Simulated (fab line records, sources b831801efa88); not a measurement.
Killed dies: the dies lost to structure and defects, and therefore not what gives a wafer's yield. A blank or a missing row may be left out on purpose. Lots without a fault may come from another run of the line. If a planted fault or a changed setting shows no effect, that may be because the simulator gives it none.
fab line records	flow sfq-line
record lots=14	wafers=42	last-day=91
route steps=325 shown I1@74 I2@106 I3@135 I4@164
lots that met no fault: taken from a fault-free run of the same line
start-h: hours from the record's first day to the start of the lot's first wafer shown	wait-h: time in hours since the lot's previous step	" as in the row above	L1.1+2: several wafers, shown together as one row	- no value, or no start was given	* or withheld: withheld	< > ~ a bound
route shown NAME@n: a module of which the file shows steps, and the number in the route of the first	usual: mean/standard deviation taken from wafers without a fault	same: alike in all rows	chamber/n: place in a boat	sites: the reading at each site	_std_site: the values' standard deviation	_edge_site: mean of outer sites minus mean of inner sites	radius-mm: how far each site lies from the wafer's centre	mask NAME#n: copy n	behind: the last tool/chamber to shape the wafer	hold: the reason the lot was held/the length of the hold in hours/how it ended	device: the transistor (n, p or np) that didn't switch	end of line: at the end of the route, the tests of the same wafers	a step without rows: its recipe alone	killed: dies that structure and defects cost at the first sort, which is not the same as the wafer's yield	map: per-die view of a wafer (x killed, . not killed, _ where there is no die)
set.NAME: setting as actually run; set.NAME@STEP: the setting as run at that earlier step	model.NAME: the simulator's own value behind a step, which no gauge read
the route's steps for a sample of lots (tables are steps, rows are wafers)
services: a tool's chamber out of use, with start hour (start-h, from the record's first day; less than 0 if before it), hours out, and reason
## steps
# step SFQ_TRILAYER_I1_CMP_CMP_046
# recipe material=SiO2	down-force-psi=3	platen-rpm=60	pad-velocity-m-s=0.94248
# usual head-pressure-psi=3.000/0.0072	motor-current-A=10.4/1.2	time-to-endpoint-s=213/7.7
lot.wafer	tool	chamber	start-h	wait-h	head-pressure-psi	motor-current-A	time-to-endpoint-s
L684.2	cmp-01	1	393.05	0.5	3.004	9.7	206
L684.4	"	2	"	"	3.010	11.3	214
L684.5	"	0	394.55	2.0	3.007	11.3	211
L685.3	cmp-02	2	395.09	0.0	3.002	8.0	214
L685.1	"	0	396.09	1.0	3.011	9.6	212
L685.2	"	1	"	"	2.994	9.3	212
L686.3	cmp-02	2	399.89	0.0	3.001	8.7	206
L686.1	"	3	"	"	2.996	11.4	212
L686.2	"	1	401.39	1.5	2.995	9.4	204
L688.2	cmp-01	0	412.99	1.1	2.994	11.2	212
L688.1	"	1	"	"	3.007	9.5	211
L688.6	"	0	414.99	3.1	3.002	11.5	214
L689.4	cmp-02	0	422.80	0.0	2.990	9.6	223
L689.3	"	1	"	"	3.002	9.8	218
L689.1	"	3	424.30	1.5	2.994	11.0	202
L690.2	cmp-01	2	428.80	0.0	2.998	11.4	208
L690.4	"	3	"	"	3.005	11.3	231
L690.5	"	3	431.30	2.5	3.006	11.7	218
L691.2	cmp-01	2	445.60	0.0	2.988	10.8	200
L691.4	"	3	"	"	3.003	11.5	228
L691.5	"	3	448.10	2.5	2.999	11.7	223
L694.1	cmp-01	2	493.62	0.5	3.001	11.4	202
L694.5	"	1	495.12	2.0	3.002	9.6	204
L694.6	"	2	"	"	3.001	10.7	205
L695.2	cmp-01	0	509.35	0.5	2.997	11.7	212
L695.1	"	1	"	"	3.008	9.7	207
L695.5	"	3	510.85	2.0	2.998	11.5	234
L696.1	cmp-01	0	529.77	1.6	3.009	11.0	243
L696.4	"	1	"	"	2.995	9.7	209
L696.6	"	2	"	"	3.023	11.8	207
L698.3	cmp-02	1	544.37	0.6	3.013	9.6	214
L698.2	"	2	"	"	2.998	8.4	208
L698.5	"	2	546.87	3.1	2.992	8.5	208
L699.4	cmp-01	0	546.67	0.5	2.988	11.9	241
L699.3	"	1	"	"	3.006	9.6	214
L699.5	"	3	548.17	2.0	2.992	11.1	224
L700.4	cmp-02	3	549.07	0.5	3.000	11.0	216
L700.2	"	1	550.07	1.5	3.006	9.4	217
L700.6	"	2	"	"	3.009	8.2	218
L707.1	cmp-02	0	633.17	10.2	3.010	9.8	214
L707.5	"	0	635.17	12.2	2.997	9.9	225
L707.6	"	1	"	"	2.989	9.2	210
# step SFQ_I1_BOW_MEAS_912
# recipe mode=bow
# usual I1_BOW=0/8.5
lot.wafer	tool	chamber	start-h	wait-h	I1_BOW[um]
L684.2	film-metro-03	-	395.57	2.0	15
L684.4	"	-	"	"	8
L684.5	"	-	"	"	17
L685.1	film-metro-03	-	398.09	1.5	-13
L685.2	"	-	"	"	-7
L685.3	"	-	"	"	10
L686.1	film-metro-03	-	402.89	2.0	5
L686.2	"	-	"	"	3
L686.3	"	-	"	"	-1
L688.1	film-metro-04	-	415.49	1.5	3
L688.2	"	-	"	"	-2
L688.6	"	-	"	"	3
L689.1	film-metro-04	-	425.80	1.0	4
L689.3	"	-	"	"	-1
L689.4	"	-	"	"	5
L690.2	film-metro-04	-	431.82	2.5	0
L690.4	"	-	"	"	12
L690.5	"	-	"	"	-11
L691.2	film-metro-04	-	448.62	2.5	-11
L691.4	"	-	"	"	9
L691.5	"	-	"	"	-11
L694.1	film-metro-04	-	496.12	2.0	-8
L694.5	"	-	"	"	-7
L694.6	"	-	"	"	-11
L695.1	film-metro-04	-	511.85	1.5	-4
L695.2	"	-	"	"	0
L695.5	"	-	"	"	-1
L696.1	film-metro-04	-	531.77	1.5	5
L696.4	"	-	"	"	14
L696.6	"	-	"	"	16
L696.1	film-metro-04	-	533.09	1.3	-
L696.4	"	-	"	"	-
L696.6	"	-	"	"	-
L698.2	film-metro-03	-	547.39	2.0	9
L698.3	"	-	"	"	1
L698.5	"	-	"	"	10
L699.3	film-metro-01	-	549.21	1.5	2
L699.4	"	-	"	"	5
L699.5	"	-	"	"	6
L699.3	film-metro-01	-	550.53	1.3	-
L699.4	"	-	"	"	-
L699.5	"	-	"	"	-
L700.2	film-metro-03	-	551.59	1.0	-5
L700.4	"	-	"	"	-2
L700.6	"	-	"	"	11
L707.1	film-metro-04	-	636.17	2.5	-8
L707.5	"	-	"	"	-6
L707.6	"	-	"	"	-5
# step SFQ_TRILAYER_I1_METRO_MEASURE_047
# usual thk-nm=199.2/1.1
lot.wafer	tool	chamber	start-h	wait-h	thk-nm
L684.2	film-metro-03	-	395.87	0.3	198.1
L684.4	"	-	"	"	199.3
L684.5	"	-	"	"	198.1
L685.1	film-metro-03	-	398.21	0.1	199.8
L685.2	"	-	"	"	199.5
L685.3	"	-	"	"	198.2
L686.1	film-metro-03	-	403.01	0.1	198.1
L686.2	"	-	"	"	198.4
L686.3	"	-	"	"	198.5
L688.1	film-metro-04	-	415.61	0.1	199.7
L688.2	"	-	"	"	198.8
L688.6	"	-	"	"	198.5
L689.1	film-metro-04	-	425.92	0.1	197.6
L689.3	"	-	"	"	197.9
L689.4	"	-	"	"	199.7
L690.2	film-metro-04	-	432.12	0.3	199.4
L690.4	"	-	"	"	200.7
L690.5	"	-	"	"	199.7
L691.2	film-metro-04	-	448.92	0.3	199.0
L691.4	"	-	"	"	200.8
L691.5	"	-	"	"	201.2
L694.1	film-metro-04	-	496.24	0.1	198.3
L694.5	"	-	"	"	198.6
L694.6	"	-	"	"	198.7
L695.1	film-metro-04	-	511.97	0.1	199.3
L695.2	"	-	"	"	197.1
L695.5	"	-	"	"	199.6
L696.1	film-metro-04	-	536.21	3.1	147.4
L696.4	"	-	"	"	197.7
L696.6	"	-	"	"	198.7
L696.1	film-metro-04	-	538.52	2.1	147.6
L696.4	"	-	"	"	197.8
L696.6	"	-	"	"	198.9
L698.2	film-metro-03	-	547.69	0.3	198.7
L698.3	"	-	"	"	198.8
L698.5	"	-	"	"	198.8
L700.2	film-metro-03	-	551.89	0.3	201.5
L700.4	"	-	"	"	198.5
L700.6	"	-	"	"	197.8
L699.3	film-metro-01	-	552.82	2.3	197.8
L699.4	"	-	"	"	147.7
L699.5	"	-	"	"	200.8
L699.3	film-metro-01	-	554.19	1.2	197.8
L699.4	"	-	"	"	147.8
L699.5	"	-	"	"	200.7
L707.1	film-metro-04	-	636.29	0.1	199.5
L707.5	"	-	"	"	199.5
L707.6	"	-	"	"	199.4
# step SFQ_TRILAYER_I1_VIA_ETCH_VIA_ETCH_052
# recipe target=SiO2	stop-on=Nb	mask-material=PR	taper-deg=20	chemistry=CHF3	target-depth-nm=260	source-w=500	bias-w=80	pressure-mtorr=30	time-s=withheld
# usual drypump-motor-current-A=5.9/0.32	oes-product-au=0.853/0.0052	rf-fwd-power-W=498.3/1.6
lot.wafer	tool	chamber	start-h	wait-h	drypump-motor-current-A	oes-product-au	rf-fwd-power-W
L684.2	rie-diel-04	1	546.37	0.0	5.9	0.852	497.3
L684.4	"	3	"	"	5.4	0.854	498.3
L684.5	"	2	"	"	6.0	0.853	497.9
L685.1	rie-diel-03	1	552.37	0.0	6.0	0.852	500.9
L685.2	"	3	"	"	5.7	0.862	497.6
L685.3	"	2	"	"	5.4	0.861	497.9
L686.1	rie-diel-03	3	561.97	0.0	5.8	0.842	498.4
L686.2	"	0	"	"	6.4	0.853	497.4
L686.3	"	1	"	"	6.0	0.851	497.6
L688.1	rie-diel-01	2	575.17	0.0	5.9	0.837	498.8
L688.2	"	3	"	"	6.1	0.854	496.9
L688.6	"	0	"	"	6.3	0.855	500.5
L689.1	rie-diel-03	2	590.77	0.0	5.4	0.849	499.8
L689.3	"	3	"	"	5.8	0.853	495.0
L689.4	"	0	"	"	6.5	0.849	498.3
L690.2	rie-diel-03	1	597.97	0.0	6.0	0.856	498.6
L690.4	"	3	"	"	5.8	0.848	497.6
L690.5	"	3	"	"	5.8	0.845	495.9
L691.2	rie-diel-03	0	614.77	0.0	6.5	0.849	495.3
L691.4	"	2	"	"	5.4	0.853	498.9
L691.5	"	1	"	"	6.0	0.860	499.5
L694.1	rie-diel-04	0	657.22	0.0	6.0	0.850	497.9
L694.5	"	3	"	"	5.3	0.852	496.5
L694.6	"	0	"	"	6.0	0.857	499.1
L695.1	rie-diel-03	2	676.54	0.0	5.4	0.858	500.2
L695.2	"	1	"	"	6.0	0.852	498.8
L695.5	"	2	"	"	5.4	0.852	500.3
L696.1	rie-diel-01	3	694.67	0.0	6.1	0.733	499.2
L696.4	"	2	"	"	5.9	0.856	498.1
L696.6	"	1	"	"	6.1	0.850	501.0
L698.2	rie-diel-01	1	709.09	0.0	6.1	0.848	497.5
L698.3	"	3	"	"	6.1	0.855	499.1
L698.5	"	3	"	"	6.1	0.866	497.9
L699.3	rie-diel-04	1	712.67	0.0	6.0	0.845	500.3
L699.4	"	2	"	"	6.0	0.725	497.9
L699.5	"	2	"	"	6.0	0.856	497.6
L700.2	rie-diel-03	3	713.87	0.0	5.7	0.856	499.7
L700.4	"	1	"	"	6.0	0.850	499.4
L700.6	"	2	"	"	5.4	0.850	500.4
L707.1	rie-diel-01	0	790.83	0.0	6.3	0.847	499.3
L707.5	"	1	"	"	6.1	0.855	498.1
L707.6	"	2	"	"	5.9	0.849	497.6
# step SFQ_TRILAYER_I2_METRO_MEASURE_065
# usual thk-nm=199.2/1.2
lot.wafer	tool	chamber	start-h	wait-h	thk-nm
L684.2	film-metro-03	-	713.34	0.3	199.0
L684.4	"	-	"	"	200.8
L684.5	"	-	"	"	199.0
L685.1	film-metro-03	-	719.20	0.1	198.4
L685.2	"	-	"	"	199.4
L685.3	"	-	"	"	200.0
L686.1	film-metro-04	-	729.59	0.1	198.0
L686.2	"	-	"	"	199.4
L686.3	"	-	"	"	197.9
L688.1	film-metro-04	-	743.91	0.1	201.4
L688.2	"	-	"	"	200.0
L688.6	"	-	"	"	199.7
L689.1	film-metro-04	-	768.88	0.1	197.0
L689.3	"	-	"	"	198.2
L689.4	"	-	"	"	197.9
L690.2	film-metro-03	-	775.08	0.3	199.8
L690.4	"	-	"	"	197.7
L690.5	"	-	"	"	199.6
L691.2	film-metro-03	-	786.11	0.3	199.6
L691.4	"	-	"	"	197.7
L691.5	"	-	"	"	198.7
L694.1	film-metro-03	-	822.27	0.1	200.5
L694.5	"	-	"	"	200.0
L694.6	"	-	"	"	199.2
L695.1	film-metro-02	-	840.27	0.1	200.1
L695.2	"	-	"	"	199.6
L695.5	"	-	"	"	201.7
L696.1	film-metro-03	-	859.39	0.1	198.4
L696.4	"	-	"	"	201.6
L696.6	"	-	"	"	198.5
L698.2	film-metro-04	-	873.47	0.3	199.6
L698.3	"	-	"	"	200.6
L698.5	"	-	"	"	200.8
L699.3	film-metro-02	-	879.67	0.5	198.6
L699.4	"	-	"	"	201.4
L699.5	"	-	"	"	199.7
L700.2	film-metro-03	-	880.59	0.3	199.3
L700.4	"	-	"	"	199.6
L700.6	"	-	"	"	198.6
L707.1	film-metro-04	-	948.27	0.1	198.6
L707.5	"	-	"	"	199.8
L707.6	"	-	"	"	197.4
# step SFQ_I3_BOW_MEAS_922
# recipe mode=bow
# usual I3_BOW=2/9.7
lot.wafer	tool	chamber	start-h	wait-h	I3_BOW[um]
L684.2	film-metro-01	-	891.17	1.5	27
L684.4	"	-	"	"	20
L684.5	"	-	"	"	29
L685.1	film-metro-01	-	894.15	2.5	-23
L685.2	"	-	"	"	-16
L685.3	"	-	"	"	1
L686.1	film-metro-03	-	903.15	2.5	-1
L686.2	"	-	"	"	-2
L686.3	"	-	"	"	-5
L688.1	film-metro-03	-	912.09	1.5	3
L688.2	"	-	"	"	-2
L688.6	"	-	"	"	2
L689.1	film-metro-01	-	930.15	2.0	9
L689.3	"	-	"	"	4
L689.4	"	-	"	"	8
L690.2	film-metro-04	-	934.11	2.0	2
L690.4	"	-	"	"	14
L690.5	"	-	"	"	-11
L691.2	film-metro-04	-	942.17	1.0	-10
L691.4	"	-	"	"	10
L691.5	"	-	"	"	-8
L694.1	film-metro-01	-	988.11	1.5	-6
L694.5	"	-	"	"	-4
L694.6	"	-	"	"	-9
L695.1	film-metro-03	-	990.15	1.0	-10
L695.2	"	-	"	"	-7
L695.5	"	-	"	"	-7
L696.1	film-metro-03	-	999.16	2.0	12
L696.4	"	-	"	"	22
L696.6	"	-	"	"	22
L698.2	film-metro-01	-	1010.01	1.5	6
L698.3	"	-	"	"	-1
L698.5	"	-	"	"	8
L699.3	film-metro-04	-	1014.79	1.5	9
L699.4	"	-	"	"	14
L699.5	"	-	"	"	12
L700.2	film-metro-01	-	1016.65	1.0	-4
L700.4	"	-	"	"	-1
L700.6	"	-	"	"	11
L707.1	film-metro-01	-	1076.20	2.0	-6
L707.5	"	-	"	"	-6
L707.6	"	-	"	"	-3
# step SFQ_TRILAYER_I4_CMP_CMP_100
# recipe material=SiO2	down-force-psi=3.104	platen-rpm=60	pad-velocity-m-s=0.94248
# usual head-pressure-psi=3.104/0.0062	motor-current-A=10.6/1.2	time-to-endpoint-s=206/8
lot.wafer	tool	chamber	start-h	wait-h	head-pressure-psi	motor-current-A	time-to-endpoint-s
L684.4	cmp-02	0	1164.20	1.0	3.095	9.6	210
L684.2	"	1	"	"	3.099	9.5	201
L684.5	"	2	"	"	3.094	8.4	198
L685.2	cmp-01	0	1165.60	0.0	3.111	11.9	201
L685.3	"	1	"	"	3.101	10.0	204
L685.1	"	2	"	"	3.102	12.1	197
L686.3	cmp-01	3	1180.78	0.0	3.092	12.3	225
L686.2	"	1	1181.78	1.0	3.098	10.4	205
L686.1	"	2	"	"	3.096	11.1	199
L688.2	cmp-01	3	1192.12	0.0	3.101	11.3	207
L688.1	"	0	"	"	3.103	11.5	203
L688.6	"	3	1194.12	2.0	3.094	11.3	214
L689.3	cmp-02	3	1209.05	0.8	3.098	11.9	196
L689.1	"	0	"	"	3.104	10.3	212
L689.4	"	1	"	"	3.097	10.2	203
L690.2	cmp-02	1	1213.90	4.4	3.104	9.7	205
L690.4	"	3	1214.90	5.4	3.105	11.8	213
L690.5	"	0	"	"	3.094	9.7	216
L691.4	cmp-01	3	1218.12	1.3	3.108	11.5	217
L691.2	"	2	1219.62	2.8	3.102	11.0	205
L691.5	"	3	"	"	3.091	12.3	213
L694.1	cmp-02	1	1264.45	4.4	3.114	10.0	205
L694.5	"	0	1265.95	5.9	3.109	9.8	218
L694.6	"	1	"	"	3.111	9.7	212
L695.1	cmp-02	2	1267.45	5.5	3.106	8.6	184
L695.2	"	0	1268.45	6.5	3.100	9.7	203
L695.5	"	2	1269.45	7.4	3.105	8.6	191
L696.1	cmp-02	2	1279.45	0.7	3.101	8.4	198
L696.4	"	3	"	"	3.097	11.8	206
L696.6	"	1	1280.95	2.1	3.106	9.2	212
L698.2	cmp-02	2	1288.15	0.5	3.104	8.2	202
L698.3	"	0	1289.15	1.5	3.097	10.0	210
L698.5	"	2	1290.15	2.5	3.103	8.5	212
L699.3	cmp-01	1	1300.35	0.6	3.112	9.9	197
L699.4	"	2	"	"	3.101	11.6	194
L699.5	"	1	1302.35	2.6	3.114	9.4	199
L700.4	cmp-02	0	1302.67	0.5	3.110	10.1	225
L700.2	"	2	1303.67	1.5	3.105	8.5	196
L700.6	"	3	"	"	3.093	11.6	202
L707.1	cmp-01	3	1367.52	3.7	3.110	11.2	223
L707.6	"	1	1368.52	4.6	3.107	9.4	217
L707.5	"	2	"	"	3.114	11.5	216
## services
tool	chamber	start-h	hours	kind
cmp-02	-	408.83	4.0	pm
film-metro-04	-	428.48	1.3	pm
cmp-01	-	467.80	5.3	pm
cmp-01	-	518.89	0.5	repair
cmp-02	-	522.13	8.2	repair
film-metro-04	-	569.29	0.5	pm
film-metro-04	-	572.56	1.3	pm
cmp-01	-	575.57	4.0	pm
cmp-01	-	605.57	20.0	pm
cmp-01	-	625.59	6.3	pm
cmp-01	-	635.85	0.9	repair
cmp-01	-	648.25	0.5	repair
cmp-02	-	657.17	6.6	pm
film-metro-04	-	672.02	5.3	pm
film-metro-04	-	677.31	0.3	pm
cmp-01	-	679.68	0.3	repair
cmp-02	-	750.99	4.8	pm
cmp-02	-	752.93	1.6	repair
cmp-02	-	755.76	4.0	pm
film-metro-04	-	758.79	0.8	pm
cmp-02	-	799.37	4.8	repair
cmp-01	-	806.97	0.9	repair
film-metro-04	-	814.29	0.7	pm
film-metro-04	-	817.56	1.2	pm
## key
first-sign step=SFQ_TRILAYER_I1_CMP_CMP_046	reading=time-to-endpoint-s	direction=up	sigmas=3.8	usual=*	struck=*
effect step=SFQ_I1_BOW_MEAS_912	reading=visit	direction=added
effect step=SFQ_TRILAYER_I1_METRO_MEASURE_047	reading=visit	direction=added
effect step=SFQ_TRILAYER_I1_METRO_MEASURE_047	reading=thk-nm	direction=down	sigmas=47	usual=199.2	struck=147.6
effect step=SFQ_TRILAYER_I1_VIA_ETCH_VIA_ETCH_052	reading=oes-product-au	direction=down	sigmas=24	usual=0.853	struck=0.729
met-at SFQ_TRILAYER_I1_CMP_CMP_046
struck-lots L696,L699
struck-wafers L696.1,L699.4
not-acting-at SFQ_TRILAYER_I2_METRO_MEASURE_065,SFQ_I3_BOW_MEAS_922,SFQ_TRILAYER_I4_CMP_CMP_100
onset-between 509.35 529.77
fault kind=process-parameter-drift	tool=cmp-01	chamber=0	onset-h=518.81	steps=SFQ_TRILAYER_I1_CMP_CMP_046	channel=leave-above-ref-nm	offset=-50	shape=step	end-h=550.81	acts-in=these-recipes-only	stated=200
